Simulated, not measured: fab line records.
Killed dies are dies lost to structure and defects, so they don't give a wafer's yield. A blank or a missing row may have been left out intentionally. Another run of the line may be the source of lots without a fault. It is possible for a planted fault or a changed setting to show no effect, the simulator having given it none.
Which tool did it?    flow sky130    39 wafers from 13 lots sampled at 3 of the route's 708 steps

== WHAT THE GAUGES READ, wafer by wafer ==
SKY_LDD_LDN_TW_MEAS_13. Usual: for LDD_LDN_TW the level is 1473 and the standard deviation is 17.
lot   measured      on             LDD_LDN_TW      flag
L737  day 23 06:02  film metro-02  1472 1483 1468  
L740  day 23 23:38  film metro-03  1487 1490 1486  
L741  day 25 04:35  film metro-04  1445 1447 1445  
L744  day 26 10:54  film metro-03  1492 1491 1486  
L747  day 27 00:34  film metro-04  1451 1452 1457  
L746  day 27 01:29  film metro-02  1467 1471 1476  
L745  day 27 02:59  film metro-04  1450 1451 1447  
L748  day 27 10:50  film metro-02  1476 1472 1478  
L749  day 28 00:14  film metro-02  1476 1480 1481  
L750  day 28 18:39  film metro-03  1495 1498 1495  
L751  day 28 20:53  film metro-03  1497 1501 1498  
L752  day 28 23:49  film metro-02  1479 1482 1470  
L756  day 29 16:40  film metro-02  1476 1474 1477  

SKY_SD_N_CD_MEAS_07: target cd 380 nm. Usual: cd nm reads 380.2 nm (standard deviation 2.4).
lot   measured      on         cd nm (nm)         flag
L737  day 28 03:08  cd sem-01  377.3 375.3 374.6  
L740  day 28 23:03  cd sem-02  381.7 381.2 380.1  
L741  day 30 00:14  cd sem-01  378.9 377.4 380.9  
L744  day 31 07:21  cd sem-01  381.3 380.5 383.2  
L747  day 31 17:28  cd sem-02  376.2 378.3 379.8  
L746  day 31 20:27  cd sem-02  384.0 383.7 382.7  
L745  day 31 20:32  cd sem-01  379.5 380.5 381.5  
L748  day 32 02:14  cd sem-02  380.8 379.7 378.6  
L749  day 32 16:50  cd sem-02  379.3 379.4 382.8  
L756  day 34 07:44  cd sem-02  379.6 377.6 380.8  

== WHICH TOOL RAN EACH LOT (tool, then ch and the chambers of the sampled wafers, then the start) ==
lot   SKY_POLY_CUT_ETCH_11
L737  rie diel-04 ch 0,2,3, day 24 12:48
L740  rie diel-02 ch 1,2, day 25 08:00
L741  rie diel-01 ch 0,1,2, day 26 12:02
L744  rie diel-04 ch 0,1,3, day 27 19:29
L747  rie diel-02 ch 0,2,3, day 28 06:42
L746  rie diel-04 ch 0,3, day 28 08:15
L745  rie diel-01 ch 0,3, day 28 08:36
L748  rie diel-02 ch 0,2,3, day 28 15:50
L749  rie diel-04 ch 0,2,3, day 29 05:18
L750  rie diel-01 ch 0,1,2, day 29 23:24
L751  rie diel-04 ch 0,2,3, day 30 03:33
L752  rie diel-04 ch 2,3, day 30 05:54
L756  rie diel-02 ch 0,1,2, day 30 22:00
- SKY_POLY_CUT_ETCH_11: etches Si3N4 in CF4/CH2F2/Ar, stops on poly-Si, time 42.5 s, target depth 60 nm.

== WHAT THE TOOLS THEMSELVES READ (means of the sampled wafers that have a number; where no wafer has one, the mark that the record gives instead) ==
SKY_POLY_CUT_ETCH_11. Usual: bias w 150.0 W, standard deviation 0.44; cf4 flow sccm 39.99 sccm, standard deviation 0.11; drypump motor current A 5.9 A, standard deviation 0.49; oes product au 0.828 a.u., standard deviation 0.0062; rf fwd power W 593.7 W, standard deviation 2.2; throttle valve pct 14.993 %, standard deviation 0.0093.
lot   tool         bias w (W)  cf4 flow sccm (sccm)  drypump motor current A (A)  oes product au (a.u.)  rf fwd power W (W)  throttle valve pct (%)  flag
L737  rie diel-04  150.2       39.98                 5.5                          0.829                  595.5               14.997                  
L740  rie diel-02  149.9       39.92                 6.1                          0.827                  593.2               14.994                  
L741  rie diel-01  150.2       39.97                 5.8                          0.828                  594.3               14.993                  
L744  rie diel-04  149.9       40.03                 5.8                          0.825                  595.7               14.998                  
L747  rie diel-02  149.8       40.06                 6.0                          0.827                  594.8               14.993                  
L746  rie diel-04  149.9       40.01                 5.3                          0.828                  595.3               14.989                  
L745  rie diel-01  149.5       40.01                 6.0                          0.832                  592.2               15.000                  
L748  rie diel-02  149.7       39.83                 6.0                          0.828                  590.8               14.998                  
L749  rie diel-04  150.1       39.88                 5.6                          0.826                  593.7               14.997                  
L750  rie diel-01  -           -                     -                            -                      -                   -                       OFF
L751  rie diel-04  -           -                     -                            -                      -                   -                       OFF
L752  rie diel-04  -           -                     -                            -                      -                   -                       OFF
L756  rie diel-02  149.5       39.98                 5.8                          0.828                  593.6               14.983                  

== THE ANSWER, worked out from the rows above alone ==
Rule: take the mean of a lot's wafers that have a number; if it is more than 3 standard deviations from the usual mean, the lot is off. A lot without any number at a reading at which 4 lots or more have one is off too. All remaining lots with rows at the step are treated as sound. Order of review: gauges by route order, followed by the tools' own readings, for which a lot's mean as printed above is used. The first step at which some lot is off is used, and at that step the reading that is off furthest; a lot without a number counts as furthest.
Off: L750, L751, L752, at SKY_POLY_CUT_ETCH_11 (bias w). Without a number there: L750, L751, L752.
A tool fits if, at that step or a process step before it, it ran every lot that is off, and no sound lot after the first of them. No candidate that was tried fits.

== WHAT WAS PUT IN BY THE SIMULATOR ==
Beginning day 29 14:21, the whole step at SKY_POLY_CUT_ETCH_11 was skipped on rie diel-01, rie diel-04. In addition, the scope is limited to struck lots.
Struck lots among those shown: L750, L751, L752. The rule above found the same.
